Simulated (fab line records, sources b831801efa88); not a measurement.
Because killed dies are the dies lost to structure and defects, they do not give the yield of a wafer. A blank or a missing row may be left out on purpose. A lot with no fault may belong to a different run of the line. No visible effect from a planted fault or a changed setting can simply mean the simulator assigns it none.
Struck lot and sound lot, side by side + flow gf180mcu + 13 steps out of a route of 602
Sound: these wafers, L206.1, L206.2, L206.6. Wafers struck: L198.2, L198.3, L198.5. The cause is named last.
Each step with rows lists, per side, the tool, then ch with its chambers, then its first start. Under that, the readings that differ: sound wafers + struck wafers + difference of the means + sigmas: that difference in standard deviations of wafers without a fault.
alike: words and numbers the same on both sides, and readings whose means are apart by under 2 such deviations; not compared: readings that were withheld, readings missing a value for some wafer, numbers with overlapping values and no deviation given by the record, and bounds like >300 which may hide the same value.
Wherever a step has rows on one side only, a row that says differs or no value, or a row with sigmas, the two part there. Numbers that have no deviation but don't overlap get no sigmas and don't part them. Lack of a reading on every wafer of one side parts them only where that side has two or more wafers.

GF_V2_CD_MEAS_14 targets a cd of 260 nm.
  sound on cd_sem-02 at day 27 13:37; struck on cd_sem-02 at day 25 18:41
  alike: cd_nm
GF_V2_OVL_MEAS_15:
  sound on overlay-02 at day 27 13:44; struck on overlay-01 at day 25 18:47
  alike: V2_OVL
GF_V2_ETCH_16: etches BARC in N2/H2.
  sound on rie_diel-01 ch 1,3, day 27 13:46; struck on rie_diel-04 ch 0,1, day 25 18:49
  alike: bias_w, drypump_motor_current_A, oes_product_au, throttle_valve_pct
GF_V2_ETCH_17: etches SiO2 in C4F8/O2/Ar, stops on TiN, target depth 630 nm.
  sound on rie_diel-01 ch 1,3; struck on rie_diel-04 ch 0,1
  alike: bias_w, oes_product_au
GF_V2_STRIP_18: strips in O2/N2.
  sound on plasma_asher-02 ch 0,1, day 27 13:53; struck on plasma_asher-02 ch 0,1, day 25 19:01
  alike: drypump_motor_current_A, heater_power_w, oes_product_au
  not compared: rf_hours_counter_h
then, 3 steps without rows for these wafers: GF_V2_STRIP_19 (strips in post etch residue remover, time 1200 s); GF_V2_CLEAN_20 (cleans in DIW); GF_V2_SPUTTER_21 (material Ti, target thk 15 nm, time 80.02 s).
GF_V2_SPUTTER_22: material TiN, target thk 10 nm, time 40 s.
  sound on pvd_sputter-01 at day 27 14:33; struck on pvd_sputter-04 at day 25 19:58
  alike: throttle_valve_pct
GF_V2_CVD_23: deposits W, target thk 350 nm, time 104.94 s.
  sound on cvd_w-01 ch 0,1, day 27 14:35; struck on cvd_w-01 ch 0,1, day 25 20:00
  alike: heater_power_w
GF_V2_RS_MEAS_24: the measuring method here is four-point-probe.
  sound on film_metro-04 at day 27 14:42; struck on film_metro-03 at day 25 20:08
  alike: V2_W_RS
GF_V2_THK_MEAS_25: measures by xrf.
  sound on film_metro-04 at day 27 14:49; struck on film_metro-03 at day 25 20:14
  alike: V2_W_THK
GF_V2_CMP_26: polishes, stops on SiO2, t overpolish 15 s, target thk 0 nm.
  sound on cmp-02 ch 0,1, day 27 14:53; struck on cmp-01 ch 0,2, day 25 20:20
  no value came back on the struck wafers for any of 5 readings (edge_zone_pressure_frac, head_pressure_psi (psi) and others); on the sound wafers edge_zone_pressure_frac reads 1.003 1.005 1.002
| reading                             | sound             | struck            | difference | sigmas |
|-------------------------------------|-------------------|-------------------|------------|--------|
| model.W_of_V2_CVD_23.thk_nm (nm)    | 0 0 0             | 355.5 347.7 351.3 | +351.5     |        |
| model.SiO2_of_V2_CVD_02.thk_nm (nm) | 628.9 629.9 630.4 | 631.9 631.8 631.5 | +2.0       |        |

## WHERE THEY PART
GF_V2_CMP_26 only, going by this record.

WHY: what had been put in by the simulator
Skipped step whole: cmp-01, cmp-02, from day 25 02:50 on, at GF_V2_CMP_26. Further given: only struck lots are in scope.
